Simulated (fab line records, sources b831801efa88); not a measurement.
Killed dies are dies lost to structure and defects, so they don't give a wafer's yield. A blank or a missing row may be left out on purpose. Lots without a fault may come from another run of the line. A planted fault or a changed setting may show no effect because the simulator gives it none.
Which tool did it? | flow sky130 | 13 lots, 39 wafers sampled, at 6 steps of a route of 708

WHAT THE GAUGES READ, wafer by wafer
SKY_NWELL_OVL_MEAS_23.
lot  | measured     | on         | NWELL_01_OVL (nm)
L283 | day 5 05:30  | overlay-02 | -1.3 -2.2 -2.9
L286 | day 6 00:02  | overlay-01 | -2.3 -1.7 -1.2
L287 | day 6 04:50  | overlay-01 | 1.0 1.2 1.0
L288 | day 6 13:59  | overlay-02 | -1.3 -1.7 -1.3
L289 | day 6 20:59  | overlay-01 | -1.2 1.0 -0.1
L291 | day 7 06:51  | overlay-01 | -2.7 -2.0 -1.5
L292 | day 7 15:29  | overlay-01 | - - -
L300 | day 9 21:36  | overlay-01 | -1.2 -0.2 -0.5
L301 | day 10 04:59 | overlay-02 | -1.1 0.1 -2.4
L302 | day 10 08:26 | overlay-01 | 0.1 0.6 0.8
L303 | day 10 14:24 | overlay-01 | 1.5 0.3 0.2
L304 | day 10 17:00 | overlay-02 | -1.1 0.0 -1.3
L306 | day 11 02:00 | overlay-01 | -0.8 -0.3 -1.8

SKY_NWELL_TW_MEAS_26.
lot  | measured     | on            | NWELL_2_TW
L283 | day 5 05:47  | film_metro-04 | 492 492 494
L286 | day 6 00:19  | film_metro-02 | 500 499 500
L287 | day 6 05:07  | film_metro-02 | 500 498 499
L288 | day 6 14:16  | film_metro-03 | 499 498 496
L289 | day 6 21:16  | film_metro-03 | 501 498 497
L291 | day 7 07:08  | film_metro-02 | 507 505 507
L292 | day 7 15:47  | film_metro-03 | 30 30 30
L300 | day 9 21:53  | film_metro-04 | 493 495 498
L301 | day 10 05:16 | film_metro-03 | 498 499 502
L302 | day 10 08:43 | film_metro-02 | 503 503 502
L303 | day 10 14:41 | film_metro-03 | 502 500 499
L304 | day 10 17:17 | film_metro-03 | 501 502 501
L306 | day 11 02:17 | film_metro-04 | 493 493 490

SKY_VT_ADJUST_HVTR_CD_MEAS_07: target cd 380 nm.
lot  | measured     | on        | cd_nm (nm)
L283 | day 9 08:20  | cd_sem-01 | 380.5 380.5 378.9
L286 | day 10 08:13 | cd_sem-02 | 379.6 380.0 381.7
L287 | day 10 11:16 | cd_sem-02 | 383.2 381.0 382.7
L288 | day 11 00:13 | cd_sem-02 | 377.9 379.2 379.9
L289 | day 11 09:40 | cd_sem-01 | 380.7 379.4 378.0
L291 | day 11 21:31 | cd_sem-02 | 383.2 383.0 382.3
L292 | day 12 08:03 | cd_sem-01 | 377.2 378.8 379.9
L300 | day 15 01:56 | cd_sem-01 | 382.4 381.4 381.6
L301 | day 15 09:31 | cd_sem-02 | 379.6 381.3 379.9
L302 | day 15 16:01 | cd_sem-02 | 378.4 380.0 378.2
L303 | day 15 20:10 | cd_sem-01 | 384.4 383.5 382.6
L304 | day 16 00:44 | cd_sem-01 | 380.4 378.0 381.9
L306 | day 16 09:45 | cd_sem-01 | 383.5 383.6 382.9

SKY_VT_ADJUST_PCH_TW_MEAS_10.
lot  | measured     | on            | VT_ADJUST_PCH_TW
L283 | day 10 07:10 | film_metro-01 | 142.5 142.7 142.4
L286 | day 11 08:22 | film_metro-02 | 143.5 144.3 143.5
L287 | day 11 11:04 | film_metro-03 | 141.9 142.0 142.8
L288 | day 11 23:59 | film_metro-03 | 142.8 144.0 144.9
L289 | day 12 10:25 | film_metro-01 | 140.6 140.4 141.1
L291 | day 12 21:58 | film_metro-01 | 140.9 141.1 140.3
L292 | day 13 10:13 | film_metro-03 | 143.5 143.6 143.8
L300 | day 16 06:01 | film_metro-03 | 142.9 143.8 142.9
L301 | day 16 14:40 | film_metro-01 | 142.3 141.2 141.8
L302 | day 16 20:22 | film_metro-02 | 143.3 143.7 143.2
L303 | day 17 00:40 | film_metro-02 | 143.4 142.7 142.7
L304 | day 17 06:37 | film_metro-01 | 140.0 140.4 141.6
L306 | day 17 15:32 | film_metro-01 | 140.8 140.7 141.1

WHICH TOOL RAN EACH LOT (tool, then ch and the chambers of the sampled wafers, then the start)
lot  | SKY_NWELL_EXPOSE_20                 | SKY_VT_ADJUST_LVTN_STRIP_09
L283 | iline_stepper-02 ch 0, day 4 21:15  | plasma_asher-04 ch 0,1, day 6 18:25
L286 | iline_stepper-02 ch 0, day 5 15:50  | plasma_asher-01 ch 0,1, day 7 14:44
L287 | iline_stepper-01 ch 0, day 5 20:31  | plasma_asher-01 ch 0,1, day 7 19:41
L288 | iline_stepper-01 ch 0, day 6 04:49  | plasma_asher-04 ch 0,1, day 8 06:07
L289 | iline_stepper-01 ch 0, day 6 11:56  | plasma_asher-01 ch 0,1, day 8 13:17
L291 | iline_stepper-02 ch 0, day 6 21:25  | plasma_asher-04 ch 0,1, day 9 00:26
L292 | iline_stepper-01 ch 0, day 7 05:41  | plasma_asher-01 ch 0,1, day 9 10:35
L300 | iline_stepper-01 ch 0, day 9 10:55  | plasma_asher-02 ch 0,1, day 11 21:31
L301 | iline_stepper-01 ch 0, day 9 18:10  | plasma_asher-02 ch 0,1, day 12 04:49
L302 | iline_stepper-02 ch 0, day 9 21:23  | plasma_asher-01 ch 0,1, day 12 09:10
L303 | iline_stepper-01 ch 0, day 10 03:25 | plasma_asher-02 ch 1, day 12 13:35
L304 | iline_stepper-01 ch 0, day 10 06:07 | plasma_asher-01 ch 0,1, day 12 17:55
L306 | iline_stepper-01 ch 0, day 10 14:28 | plasma_asher-02 ch 0, day 13 01:25
- SKY_NWELL_EXPOSE_20: exposes mask NWM COMPLEMENT, target cd 840 nm.
- SKY_VT_ADJUST_LVTN_STRIP_09: strips in O2/N2.

WHAT THE TOOLS THEMSELVES READ (means of the sampled wafers that have a number; where no wafer has one, the mark that the record gives instead)
SKY_VT_ADJUST_LVTN_STRIP_09.
lot  | tool            | drypump_motor_current_A (A) | oes_product_au (a.u.) | strip_time_to_endpoint_s (s)
L283 | plasma_asher-04 | 6.0                         | 0.723                 | 36.79
L286 | plasma_asher-01 | 5.7                         | 0.725                 | 37.00
L287 | plasma_asher-01 | 6.0                         | 0.721                 | 36.94
L288 | plasma_asher-04 | 5.9                         | 0.722                 | 37.01
L289 | plasma_asher-01 | 5.8                         | 0.723                 | 36.92
L291 | plasma_asher-04 | 5.7                         | 0.726                 | 37.03
L292 | plasma_asher-01 | 5.7                         | 0.722                 | 36.92
L300 | plasma_asher-02 | 5.1                         | 0.722                 | 36.97
L301 | plasma_asher-02 | 5.1                         | 0.723                 | 36.90
L302 | plasma_asher-01 | 5.9                         | 0.722                 | 36.93
L303 | plasma_asher-02 | 4.8                         | 0.720                 | 36.90
L304 | plasma_asher-01 | 5.9                         | 0.721                 | 36.78
L306 | plasma_asher-02 | 5.8                         | 0.723                 | 36.90

THE ANSWER, worked out from the rows above alone
Rule: what is usual is taken from the lots themselves. Put in order of their means at a reading, lots are off if they are a third of the lots or fewer, leave a main group of 4 or more, and stand apart from it by a gap of 3 or more times the standard deviation of the main group's means; of several such gaps the widest counts. A main group whose means are all the same, to the digits that the tables above print for the reading, isn't used. A lot without any number at a reading at which 4 lots or more have one is off too. The other lots that the step has rows for count as sound. The gauges are gone through in route order, then the tools' own readings, and for those a lot's mean is taken as printed above. The first step at which some lot is off is used, and at that step the reading that is off furthest; a lot without a number counts as furthest.
Off: L292, at SKY_NWELL_OVL_MEAS_23 (NWELL_01_OVL). Without a number there: L292. The main group: mean -0.7 nm, standard deviation 1.
A tool fits if, at a process step before that reading, it ran every lot that is off, and no sound lot after the first of them. The gauges at SKY_NWELL_OVL_MEAS_23 aren't tried: what is off there is off at SKY_NWELL_TW_MEAS_26 too, on other tools, and a gauge's error can't cause that. None of those tried fits.

WHAT THE SIMULATOR HAD PUT IN
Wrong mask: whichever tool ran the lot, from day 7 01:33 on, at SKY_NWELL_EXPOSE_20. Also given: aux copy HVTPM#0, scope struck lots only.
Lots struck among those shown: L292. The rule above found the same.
